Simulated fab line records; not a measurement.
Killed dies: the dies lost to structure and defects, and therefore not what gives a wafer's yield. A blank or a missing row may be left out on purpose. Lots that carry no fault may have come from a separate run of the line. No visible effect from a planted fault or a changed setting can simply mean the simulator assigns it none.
The tool behind it: which one? / flow sky130 / 24 lots with 72 wafers sampled at 6 steps, on a route of 708 steps

## WHAT THE GAUGES READ, wafer by wafer
SKY_LI_CONTACT_THK_MEAS_01.
lot=L074; measured=day 27 10:00; on=filmMetro-02; LI_CONTACT_HDPCVD_THK (nm)=941 942 926
lot=L075; measured=day 27 12:05; on=filmMetro-01; LI_CONTACT_HDPCVD_THK (nm)=935 918 936
lot=L076; measured=day 28 03:23; on=filmMetro-02; LI_CONTACT_HDPCVD_THK (nm)=913 924 932
lot=L077; measured=day 28 10:22; on=filmMetro-04; LI_CONTACT_HDPCVD_THK (nm)=932 929 936
lot=L078; measured=day 28 16:20; on=filmMetro-01; LI_CONTACT_HDPCVD_THK (nm)=931 921 919
lot=L079; measured=day 29 13:12; on=filmMetro-02; LI_CONTACT_HDPCVD_THK (nm)=937 934 931
lot=L080; measured=day 29 22:01; on=filmMetro-02; LI_CONTACT_HDPCVD_THK (nm)=934 939 926
lot=L081; measured=day 30 00:56; on=filmMetro-01; LI_CONTACT_HDPCVD_THK (nm)=944 938 925
lot=L082; measured=day 30 13:46; on=filmMetro-02; LI_CONTACT_HDPCVD_THK (nm)=938 930 924
lot=L083; measured=day 30 15:39; on=filmMetro-04; LI_CONTACT_HDPCVD_THK (nm)=933 940 937
lot=L084; measured=day 31 08:07; on=filmMetro-02; LI_CONTACT_HDPCVD_THK (nm)=924 941 923
lot=L086; measured=day 31 15:02; on=filmMetro-01; LI_CONTACT_HDPCVD_THK (nm)=950 944 951
lot=L085; measured=day 31 19:17; on=filmMetro-01; LI_CONTACT_HDPCVD_THK (nm)=940 930 925
lot=L087; measured=day 32 03:40; on=filmMetro-04; LI_CONTACT_HDPCVD_THK (nm)=922 948 941
lot=L088; measured=day 32 16:29; on=filmMetro-04; LI_CONTACT_HDPCVD_THK (nm)=966 953 950
lot=L089; measured=day 32 19:14; on=filmMetro-02; LI_CONTACT_HDPCVD_THK (nm)=917 911 940
lot=L090; measured=day 33 01:05; on=filmMetro-04; LI_CONTACT_HDPCVD_THK (nm)=944 937 940
lot=L091; measured=day 33 08:27; on=filmMetro-04; LI_CONTACT_HDPCVD_THK (nm)=950 935 933
lot=L092; measured=day 33 16:31; on=filmMetro-04; LI_CONTACT_HDPCVD_THK (nm)=953 933 924
lot=L093; measured=day 35 17:38; on=filmMetro-02; LI_CONTACT_HDPCVD_THK (nm)=934 931 932
lot=L097; measured=day 35 18:34; on=filmMetro-01; LI_CONTACT_HDPCVD_THK (nm)=925 926 932
lot=L094; measured=day 35 22:03; on=filmMetro-02; LI_CONTACT_HDPCVD_THK (nm)=921 922 915
lot=L096; measured=day 35 22:48; on=filmMetro-04; LI_CONTACT_HDPCVD_THK (nm)=937 916 927
lot=L095; measured=day 36 01:28; on=filmMetro-04; LI_CONTACT_HDPCVD_THK (nm)=928 936 935

SKY_CONTACT_BOW_MEAS_05.
lot=L074; measured=day 29 23:08; on=filmMetro-03; CONTACT_BOW (um)=69 76 79
lot=L075; measured=day 30 01:38; on=filmMetro-02; CONTACT_BOW (um)=80 79 95
lot=L076; measured=day 30 15:29; on=filmMetro-02; CONTACT_BOW (um)=89 84 88
lot=L077; measured=day 30 22:12; on=filmMetro-03; CONTACT_BOW (um)=69 84 77
lot=L078; measured=day 31 05:18; on=filmMetro-04; CONTACT_BOW (um)=85 75 81
lot=L079; measured=day 31 23:54; on=filmMetro-03; CONTACT_BOW (um)=87 86 87
lot=L080; measured=day 32 07:59; on=filmMetro-02; CONTACT_BOW (um)=83 77 88
lot=L081; measured=day 32 10:04; on=filmMetro-03; CONTACT_BOW (um)=75 73 75
lot=L082; measured=day 32 23:42; on=filmMetro-02; CONTACT_BOW (um)=80 80 76
lot=L083; measured=day 33 01:52; on=filmMetro-04; CONTACT_BOW (um)=92 90 79
lot=L084; measured=day 33 17:23; on=filmMetro-04; CONTACT_BOW (um)=83 79 76
lot=L086; measured=day 34 00:53; on=filmMetro-04; CONTACT_BOW (um)=82 80 89
lot=L085; measured=day 34 04:25; on=filmMetro-03; CONTACT_BOW (um)=83 87 81
lot=L087; measured=day 34 13:22; on=filmMetro-03; CONTACT_BOW (um)=82 82 84
lot=L088; measured=day 35 00:49; on=filmMetro-02; CONTACT_BOW (um)=74 79 82
lot=L089; measured=day 35 03:02; on=filmMetro-02; CONTACT_BOW (um)=80 75 91
lot=L090; measured=day 35 10:08; on=filmMetro-02; CONTACT_BOW (um)=86 82 79
lot=L091; measured=day 35 15:36; on=filmMetro-04; CONTACT_BOW (um)=74 81 84
lot=L092; measured=day 36 00:55; on=filmMetro-03; CONTACT_BOW (um)=66 74 82
lot=L093; measured=day 38 01:59; on=filmMetro-03; CONTACT_BOW (um)=81 79 90
lot=L097; measured=day 38 02:16; on=filmMetro-04; CONTACT_BOW (um)=76 76 77
lot=L094; measured=day 38 04:52; on=filmMetro-02; CONTACT_BOW (um)=72 76 82
lot=L096; measured=day 38 06:30; on=filmMetro-03; CONTACT_BOW (um)=85 88 80
lot=L095; measured=day 38 08:52; on=filmMetro-02; CONTACT_BOW (um)=90 90 84

SKY_VIA1_BOW_MEAS_03.
lot=L074; measured=day 32 08:31; on=filmMetro-02; VIA1_BOW (um)=71 77 81
lot=L075; measured=day 32 11:53; on=filmMetro-01; VIA1_BOW (um)=81 78 95
lot=L076; measured=day 33 01:01; on=filmMetro-01; VIA1_BOW (um)=86 83 86
lot=L077; measured=day 33 08:53; on=filmMetro-04; VIA1_BOW (um)=70 85 78
lot=L078; measured=day 33 14:23; on=filmMetro-02; VIA1_BOW (um)=88 77 83
lot=L079; measured=day 34 09:42; on=filmMetro-04; VIA1_BOW (um)=86 85 86
lot=L080; measured=day 34 16:40; on=filmMetro-01; VIA1_BOW (um)=81 77 88
lot=L081; measured=day 34 18:51; on=filmMetro-01; VIA1_BOW (um)=73 69 71
lot=L082; measured=day 35 08:08; on=filmMetro-01; VIA1_BOW (um)=81 79 75
lot=L083; measured=day 35 11:08; on=filmMetro-01; VIA1_BOW (um)=93 92 81
lot=L084; measured=day 36 02:05; on=filmMetro-02; VIA1_BOW (um)=85 81 78
lot=L086; measured=day 36 09:33; on=filmMetro-02; VIA1_BOW (um)=86 83 92
lot=L085; measured=day 36 12:15; on=filmMetro-02; VIA1_BOW (um)=82 86 79
lot=L087; measured=day 36 21:28; on=filmMetro-02; VIA1_BOW (um)=77 77 79
lot=L088; measured=day 37 08:56; on=filmMetro-04; VIA1_BOW (um)=73 76 79
lot=L089; measured=day 37 10:43; on=filmMetro-04; VIA1_BOW (um)=75 71 87
lot=L090; measured=day 37 18:14; on=filmMetro-01; VIA1_BOW (um)=83 81 78
lot=L091; measured=day 38 00:28; on=filmMetro-02; VIA1_BOW (um)=71 79 83
lot=L092; measured=day 38 08:35; on=filmMetro-04; VIA1_BOW (um)=65 72 79
lot=L093; measured=day 40 08:43; on=filmMetro-04; VIA1_BOW (um)=80 78 89
lot=L097; measured=day 40 08:59; on=filmMetro-04; VIA1_BOW (um)=74 78 77
lot=L094; measured=day 40 10:30; on=filmMetro-01; VIA1_BOW (um)=71 73 78
lot=L096; measured=day 40 11:22; on=filmMetro-02; VIA1_BOW (um)=84 85 78
lot=L095; measured=day 40 13:41; on=filmMetro-01; VIA1_BOW (um)=90 89 84

## EACH LOT AND THE TOOL THAT RAN IT (in order: tool; ch and the chambers of the sampled wafers; start)
lot=L074; SKY_CONTACT_STRIP_19=plasmaAsher-04 ch 0,1, day 31 02:28; SKY_METAL1_SPUTTER_01=pvdSputter-02, day 31 03:44; SKY_METAL1_ETCH_18=rieMetal-02 ch 0,1, day 32 07:16
lot=L075; SKY_CONTACT_STRIP_19=plasmaAsher-04 ch 0,1, day 31 05:18; SKY_METAL1_SPUTTER_01=pvdSputter-02, day 31 06:34; SKY_METAL1_ETCH_18=rieMetal-04 ch 0,1, day 32 10:36
lot=L076; SKY_CONTACT_STRIP_19=plasmaAsher-03 ch 0,1, day 31 18:36; SKY_METAL1_SPUTTER_01=pvdSputter-01, day 31 19:52; SKY_METAL1_ETCH_18=rieMetal-04 ch 0,1, day 32 23:47
lot=L077; SKY_CONTACT_STRIP_19=plasmaAsher-03 ch 0,1, day 32 01:54; SKY_METAL1_SPUTTER_01=pvdSputter-02, day 32 03:13; SKY_METAL1_ETCH_18=rieMetal-02 ch 0,1, day 33 07:37
lot=L078; SKY_CONTACT_STRIP_19=plasmaAsher-01 ch 0,1, day 32 08:48; SKY_METAL1_SPUTTER_01=pvdSputter-01, day 32 10:07; SKY_METAL1_ETCH_18=rieMetal-04 ch 0,1, day 33 13:08
lot=L079; SKY_CONTACT_STRIP_19=plasmaAsher-01 ch 0,1, day 33 03:45; SKY_METAL1_SPUTTER_01=pvdSputter-03, day 33 05:03; SKY_METAL1_ETCH_18=rieMetal-03 ch 0, day 34 08:29
lot=L080; SKY_CONTACT_STRIP_19=plasmaAsher-03 ch 0,1, day 33 11:34; SKY_METAL1_SPUTTER_01=pvdSputter-02, day 33 12:59; SKY_METAL1_ETCH_18=rieMetal-03 ch 0,1, day 34 15:27
lot=L081; SKY_CONTACT_STRIP_19=plasmaAsher-01 ch 0,1, day 33 13:07; SKY_METAL1_SPUTTER_01=pvdSputter-01, day 33 14:23; SKY_METAL1_ETCH_18=rieMetal-03 ch 0, day 34 17:35
lot=L082; SKY_CONTACT_STRIP_19=plasmaAsher-01 ch 0,1, day 34 02:42; SKY_METAL1_SPUTTER_01=pvdSputter-02, day 34 03:58; SKY_METAL1_ETCH_18=rieMetal-02 ch 0,1, day 35 06:53
lot=L083; SKY_CONTACT_STRIP_19=plasmaAsher-03 ch 0, day 34 05:03; SKY_METAL1_SPUTTER_01=pvdSputter-01, day 34 06:37; SKY_METAL1_ETCH_18=rieMetal-02 ch 0,1, day 35 09:53
lot=L084; SKY_CONTACT_STRIP_19=plasmaAsher-04 ch 0,1, day 34 20:06; SKY_METAL1_SPUTTER_01=pvdSputter-01, day 34 21:25; SKY_METAL1_ETCH_18=rieMetal-04 ch 0, day 36 00:41
lot=L086; SKY_CONTACT_STRIP_19=plasmaAsher-01 ch 0,1, day 35 03:21; SKY_METAL1_SPUTTER_01=pvdSputter-02, day 35 04:37; SKY_METAL1_ETCH_18=rieMetal-04 ch 0,1, day 36 08:14
lot=L085; SKY_CONTACT_STRIP_19=plasmaAsher-03 ch 0,1, day 35 07:15; SKY_METAL1_SPUTTER_01=pvdSputter-03, day 35 08:47; SKY_METAL1_ETCH_18=rieMetal-02 ch 0, day 36 10:53
lot=L087; SKY_CONTACT_STRIP_19=plasmaAsher-01 ch 0,1, day 35 16:03; SKY_METAL1_SPUTTER_01=pvdSputter-02, day 35 17:24; SKY_METAL1_ETCH_18=rieMetal-04 ch 0,1, day 36 20:14
lot=L088; SKY_CONTACT_STRIP_19=plasmaAsher-04 ch 0,1, day 36 03:02; SKY_METAL1_SPUTTER_01=pvdSputter-01, day 36 04:19; SKY_METAL1_ETCH_18=rieMetal-04 ch 0,1, day 37 07:40
lot=L089; SKY_CONTACT_STRIP_19=plasmaAsher-03 ch 0,1, day 36 05:48; SKY_METAL1_SPUTTER_01=pvdSputter-03, day 36 07:05; SKY_METAL1_ETCH_18=rieMetal-02 ch 0, day 37 09:30
lot=L090; SKY_CONTACT_STRIP_19=plasmaAsher-04 ch 0,1, day 36 13:00; SKY_METAL1_SPUTTER_01=pvdSputter-02, day 36 14:19; SKY_METAL1_ETCH_18=rieMetal-04 ch 0,1, day 37 16:43
lot=L091; SKY_CONTACT_STRIP_19=plasmaAsher-04 ch 0, day 36 18:52; SKY_METAL1_SPUTTER_01=pvdSputter-03, day 36 20:15; SKY_METAL1_ETCH_18=rieMetal-03 ch 0,1, day 37 21:45
lot=L092; SKY_CONTACT_STRIP_19=plasmaAsher-03 ch 1, day 37 04:15; SKY_METAL1_SPUTTER_01=pvdSputter-02, day 37 05:31; SKY_METAL1_ETCH_18=rieMetal-04 ch 0,1, day 38 07:08
lot=L093; SKY_CONTACT_STRIP_19=plasmaAsher-03 ch 0,1, day 39 03:33; SKY_METAL1_SPUTTER_01=pvdSputter-02, day 39 04:51; SKY_METAL1_ETCH_18=rieMetal-02 ch 0,1, day 40 07:04
lot=L097; SKY_CONTACT_STRIP_19=plasmaAsher-04 ch 0,1, day 39 04:04; SKY_METAL1_SPUTTER_01=pvdSputter-01, day 39 05:22; SKY_METAL1_ETCH_18=rieMetal-03 ch 0,1, day 40 07:08
lot=L094; SKY_CONTACT_STRIP_19=plasmaAsher-03 ch 0,1, day 39 06:00; SKY_METAL1_SPUTTER_01=pvdSputter-01, day 39 07:29; SKY_METAL1_ETCH_18=rieMetal-04 ch 0,1, day 40 09:15
lot=L096; SKY_CONTACT_STRIP_19=plasmaAsher-03 ch 0,1, day 39 07:27; SKY_METAL1_SPUTTER_01=pvdSputter-01, day 39 08:44; SKY_METAL1_ETCH_18=rieMetal-03 ch 0,1, day 40 10:07
lot=L095; SKY_CONTACT_STRIP_19=plasmaAsher-01 ch 0,1, day 39 09:45; SKY_METAL1_SPUTTER_01=pvdSputter-01, day 39 11:01; SKY_METAL1_ETCH_18=rieMetal-02 ch 1, day 40 12:22
- SKY_CONTACT_STRIP_19: strips in O2/N2.
- SKY_METAL1_SPUTTER_01: material TiN, target thk 20 nm, time 16.7 s.
- SKY_METAL1_ETCH_18: etches BARC in N2/H2, stops on SiO2, time 45.9 s, target depth 60 nm.

## WHAT THE TOOLS THEMSELVES READ (means of the sampled wafers that have a number; where no wafer has one, the mark that the record gives instead)
SKY_CONTACT_STRIP_19.
lot=L074; tool=plasmaAsher-04; drypumpMotorCurrentA (A)=5.9; oesProductAu (a.u.)=0.373; stripTimeToEndpointS (s)=3.574
lot=L075; tool=plasmaAsher-04; drypumpMotorCurrentA (A)=5.9; oesProductAu (a.u.)=0.380; stripTimeToEndpointS (s)=3.595
lot=L076; tool=plasmaAsher-03; drypumpMotorCurrentA (A)=5.3; oesProductAu (a.u.)=0.375; stripTimeToEndpointS (s)=3.592
lot=L077; tool=plasmaAsher-03; drypumpMotorCurrentA (A)=5.3; oesProductAu (a.u.)=0.379; stripTimeToEndpointS (s)=3.585
lot=L078; tool=plasmaAsher-01; drypumpMotorCurrentA (A)=5.3; oesProductAu (a.u.)=0.377; stripTimeToEndpointS (s)=3.600
lot=L079; tool=plasmaAsher-01; drypumpMotorCurrentA (A)=5.3; oesProductAu (a.u.)=0.382; stripTimeToEndpointS (s)=3.595
lot=L080; tool=plasmaAsher-03; drypumpMotorCurrentA (A)=5.5; oesProductAu (a.u.)=0.375; stripTimeToEndpointS (s)=3.603
lot=L081; tool=plasmaAsher-01; drypumpMotorCurrentA (A)=5.3; oesProductAu (a.u.)=0.378; stripTimeToEndpointS (s)=3.623
lot=L082; tool=plasmaAsher-01; drypumpMotorCurrentA (A)=5.2; oesProductAu (a.u.)=0.384; stripTimeToEndpointS (s)=3.626
lot=L083; tool=plasmaAsher-03; drypumpMotorCurrentA (A)=5.0; oesProductAu (a.u.)=0.379; stripTimeToEndpointS (s)=3.602
lot=L084; tool=plasmaAsher-04; drypumpMotorCurrentA (A)=5.9; oesProductAu (a.u.)=0.384; stripTimeToEndpointS (s)=3.625
lot=L086; tool=plasmaAsher-01; drypumpMotorCurrentA (A)=5.5; oesProductAu (a.u.)=0.378; stripTimeToEndpointS (s)=3.582
lot=L085; tool=plasmaAsher-03; drypumpMotorCurrentA (A)=5.5; oesProductAu (a.u.)=0.377; stripTimeToEndpointS (s)=3.586
lot=L087; tool=plasmaAsher-01; drypumpMotorCurrentA (A)=5.5; oesProductAu (a.u.)=0.386; stripTimeToEndpointS (s)=3.627
lot=L088; tool=plasmaAsher-04; drypumpMotorCurrentA (A)=5.9; oesProductAu (a.u.)=0.379; stripTimeToEndpointS (s)=3.612
lot=L089; tool=plasmaAsher-03; drypumpMotorCurrentA (A)=5.5; oesProductAu (a.u.)=0.377; stripTimeToEndpointS (s)=3.602
lot=L090; tool=plasmaAsher-04; drypumpMotorCurrentA (A)=5.8; oesProductAu (a.u.)=0.376; stripTimeToEndpointS (s)=3.609
lot=L091; tool=plasmaAsher-04; drypumpMotorCurrentA (A)=6.0; oesProductAu (a.u.)=0.380; stripTimeToEndpointS (s)=3.615
lot=L092; tool=plasmaAsher-03; drypumpMotorCurrentA (A)=5.7; oesProductAu (a.u.)=0.380; stripTimeToEndpointS (s)=3.594
lot=L093; tool=plasmaAsher-03; drypumpMotorCurrentA (A)=5.5; oesProductAu (a.u.)=0.382; stripTimeToEndpointS (s)=3.612
lot=L097; tool=plasmaAsher-04; drypumpMotorCurrentA (A)=5.9; oesProductAu (a.u.)=0.383; stripTimeToEndpointS (s)=3.642
lot=L094; tool=plasmaAsher-03; drypumpMotorCurrentA (A)=5.3; oesProductAu (a.u.)=0.384; stripTimeToEndpointS (s)=3.600
lot=L096; tool=plasmaAsher-03; drypumpMotorCurrentA (A)=5.2; oesProductAu (a.u.)=0.378; stripTimeToEndpointS (s)=3.623
lot=L095; tool=plasmaAsher-01; drypumpMotorCurrentA (A)=5.5; oesProductAu (a.u.)=0.379; stripTimeToEndpointS (s)=3.586

SKY_METAL1_SPUTTER_01.
lot=L074; tool=pvdSputter-02; throttleValvePct (%)=29.8
lot=L075; tool=pvdSputter-02; throttleValvePct (%)=29.7
lot=L076; tool=pvdSputter-01; throttleValvePct (%)=31.1
lot=L077; tool=pvdSputter-02; throttleValvePct (%)=29.3
lot=L078; tool=pvdSputter-01; throttleValvePct (%)=30.9
lot=L079; tool=pvdSputter-03; throttleValvePct (%)=30.4
lot=L080; tool=pvdSputter-02; throttleValvePct (%)=30.2
lot=L081; tool=pvdSputter-01; throttleValvePct (%)=31.0
lot=L082; tool=pvdSputter-02; throttleValvePct (%)=30.3
lot=L083; tool=pvdSputter-01; throttleValvePct (%)=30.2
lot=L084; tool=pvdSputter-01; throttleValvePct (%)=30.2
lot=L086; tool=pvdSputter-02; throttleValvePct (%)=30.8
lot=L085; tool=pvdSputter-03; throttleValvePct (%)=30.1
lot=L087; tool=pvdSputter-02; throttleValvePct (%)=30.3
lot=L088; tool=pvdSputter-01; throttleValvePct (%)=30.9
lot=L089; tool=pvdSputter-03; throttleValvePct (%)=30.4
lot=L090; tool=pvdSputter-02; throttleValvePct (%)=30.3
lot=L091; tool=pvdSputter-03; throttleValvePct (%)=30.2
lot=L092; tool=pvdSputter-02; throttleValvePct (%)=29.7
lot=L093; tool=pvdSputter-02; throttleValvePct (%)=29.5
lot=L097; tool=pvdSputter-01; throttleValvePct (%)=30.7
lot=L094; tool=pvdSputter-01; throttleValvePct (%)=30.6
lot=L096; tool=pvdSputter-01; throttleValvePct (%)=30.7
lot=L095; tool=pvdSputter-01; throttleValvePct (%)=30.6

SKY_METAL1_ETCH_18.
lot=L074; tool=rieMetal-02; drypumpMotorCurrentA (A)=6.0; oesProductAu (a.u.)=0.853; throttleValvePct (%)=13.228
lot=L075; tool=rieMetal-04; drypumpMotorCurrentA (A)=5.1; oesProductAu (a.u.)=0.855; throttleValvePct (%)=13.235
lot=L076; tool=rieMetal-04; drypumpMotorCurrentA (A)=5.1; oesProductAu (a.u.)=0.860; throttleValvePct (%)=13.227
lot=L077; tool=rieMetal-02; drypumpMotorCurrentA (A)=6.3; oesProductAu (a.u.)=0.855; throttleValvePct (%)=13.236
lot=L078; tool=rieMetal-04; drypumpMotorCurrentA (A)=5.1; oesProductAu (a.u.)=0.853; throttleValvePct (%)=13.217
lot=L079; tool=rieMetal-03; drypumpMotorCurrentA (A)=5.1; oesProductAu (a.u.)=0.852; throttleValvePct (%)=13.229
lot=L080; tool=rieMetal-03; drypumpMotorCurrentA (A)=5.8; oesProductAu (a.u.)=0.852; throttleValvePct (%)=13.227
lot=L081; tool=rieMetal-03; drypumpMotorCurrentA (A)=5.1; oesProductAu (a.u.)=0.858; throttleValvePct (%)=13.229
lot=L082; tool=rieMetal-02; drypumpMotorCurrentA (A)=6.2; oesProductAu (a.u.)=0.850; throttleValvePct (%)=13.236
lot=L083; tool=rieMetal-02; drypumpMotorCurrentA (A)=6.0; oesProductAu (a.u.)=0.855; throttleValvePct (%)=13.225
lot=L084; tool=rieMetal-04; drypumpMotorCurrentA (A)=5.0; oesProductAu (a.u.)=0.858; throttleValvePct (%)=13.229
lot=L086; tool=rieMetal-04; drypumpMotorCurrentA (A)=5.1; oesProductAu (a.u.)=0.854; throttleValvePct (%)=13.240
lot=L085; tool=rieMetal-02; drypumpMotorCurrentA (A)=6.5; oesProductAu (a.u.)=0.852; throttleValvePct (%)=13.225
lot=L087; tool=rieMetal-04; drypumpMotorCurrentA (A)=5.1; oesProductAu (a.u.)=0.852; throttleValvePct (%)=13.222
lot=L088; tool=rieMetal-04; drypumpMotorCurrentA (A)=5.1; oesProductAu (a.u.)=0.852; throttleValvePct (%)=13.218
lot=L089; tool=rieMetal-02; drypumpMotorCurrentA (A)=6.5; oesProductAu (a.u.)=0.854; throttleValvePct (%)=13.219
lot=L090; tool=rieMetal-04; drypumpMotorCurrentA (A)=5.1; oesProductAu (a.u.)=0.861; throttleValvePct (%)=13.226
lot=L091; tool=rieMetal-03; drypumpMotorCurrentA (A)=5.5; oesProductAu (a.u.)=0.858; throttleValvePct (%)=13.221
lot=L092; tool=rieMetal-04; drypumpMotorCurrentA (A)=5.0; oesProductAu (a.u.)=0.857; throttleValvePct (%)=13.225
lot=L093; tool=rieMetal-02; drypumpMotorCurrentA (A)=6.0; oesProductAu (a.u.)=0.853; throttleValvePct (%)=13.222
lot=L097; tool=rieMetal-03; drypumpMotorCurrentA (A)=5.5; oesProductAu (a.u.)=0.857; throttleValvePct (%)=13.220
lot=L094; tool=rieMetal-04; drypumpMotorCurrentA (A)=5.1; oesProductAu (a.u.)=0.855; throttleValvePct (%)=13.217
lot=L096; tool=rieMetal-03; drypumpMotorCurrentA (A)=5.8; oesProductAu (a.u.)=0.853; throttleValvePct (%)=13.218
lot=L095; tool=rieMetal-02; drypumpMotorCurrentA (A)=5.8; oesProductAu (a.u.)=0.852; throttleValvePct (%)=13.228

## THE ANSWER, worked out from the rows above alone
Rule: the lots themselves supply what counts as usual. The widest of any qualifying gaps counts: lots, ordered by their means at a reading, are off when they make up no more than a third of the lots, leave a main group of 4 or more, and stand apart from it by 3 or more times the standard deviation of that group's means. The tables above print the reading to a certain number of digits; a main group whose means all agree to those digits is not used. A lot without any number at a reading at which 4 lots or more have one is off too. All remaining lots with rows at the step are treated as sound. First the gauges in route order, then the tools' own readings, where a lot's mean is used as printed above. At the first step where some lot is off, the reading lying furthest off is the one used; lots without a number count as furthest.
Across all readings shown, no lot is off: no conclusion can be drawn from this.

## WHAT THE SIMULATOR HAD INSERTED
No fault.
